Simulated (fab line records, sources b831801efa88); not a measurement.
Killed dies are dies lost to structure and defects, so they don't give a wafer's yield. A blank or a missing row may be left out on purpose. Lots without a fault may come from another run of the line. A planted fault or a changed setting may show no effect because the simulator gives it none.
One fault seen from 2 desks | flow gf180mcu | each desk has only its own numbers; what lay behind them comes last

THE TOOL OWNER'S DESK: litho_track-02
The tool's own readings at GF_POLY_GATE_SOFTBAKE_06 (time 60 s): means of the sampled wafers that have a number, for each lot that ran on this tool. A lot is out of limits, marked OUT, if its mean lies more than 4 standard deviations from the usual mean; the brackets give that distance.
Columns: A = run_length_s at GF_POLY_GATE_SOFTBAKE_06, usual 89.06 s
lot  | first seen here | A
L207 | day 10 09:00    | 89.10
L209 | day 10 19:00    | 98.75 (+65) OUT
L211 | day 11 10:00    | 98.89 (+66) OUT
L212 | day 11 17:00    | 98.95 (+66) OUT
L222 | day 14 18:00    | 89.18
This desk's finding: out of limits on L209, L211, L212; first on L209, day 10 19:00 (run_length_s at GF_POLY_GATE_SOFTBAKE_06). In limits: L207, L222.

THE METROLOGY DESK
What the gauges read, lot by lot, whatever tool the lot ran on: means of the sampled wafers that have a number. A lot is out of limits, marked OUT, if its mean lies more than 4 standard deviations from the usual mean; the brackets give that distance.
Columns: A = cd_nm at GF_STI_CD_MEAS_12, usual 220.6 nm; B = STI_OXIDATION_02_THK at GF_STI_THK_MEAS_30, usual 10.00 nm
lot  | first seen here | A     | B
L203 | day 2 06:12     | 220.4 | 10.09
L204 | day 2 12:58     | 221.4 | 10.08
L207 | day 3 04:08     | 221.2 | 10.35
L208 | day 3 09:59     | 221.6 | 10.38
L209 | day 3 13:44     | 219.4 | 10.25
L210 | day 3 20:01     | 221.1 | 10.36
L211 | day 3 23:31     | 222.2 | 9.99
L212 | day 4 04:40     | 220.3 | 10.15
L217 | day 5 06:07     | 220.3 | 9.95
L220 | day 6 00:26     | 219.4 | 9.67
L221 | day 6 03:27     | 218.9 | 9.71
L222 | day 6 08:29     | 222.8 | 9.67
L223 | day 6 13:27     | 220.2 | 10.00
L224 | day 6 19:52     | 220.7 | 9.74
This desk's finding: nothing out of limits on any of the 14 lots.

PUT TOGETHER
The tool owner's desk could have raised an alarm at day 10 19:00, on L209, L211, L212.
The metrology desk saw nothing out of limits.
The metrology desk has L209, L211, L212 on record, within its limits.
Of the lots named, all ran GF_POLY_GATE_SOFTBAKE_06 on litho_track-02.

WHAT THE SIMULATOR HAD PUT IN
Process parameter drift: litho_track-02, from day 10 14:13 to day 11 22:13, at GF_POLY_GATE_SOFTBAKE_06. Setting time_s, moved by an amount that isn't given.
Lots struck among those shown: L209, L211, L212.
Hours from the fault's start to each desk's first reading out of limits: the tool owner's desk, 5.
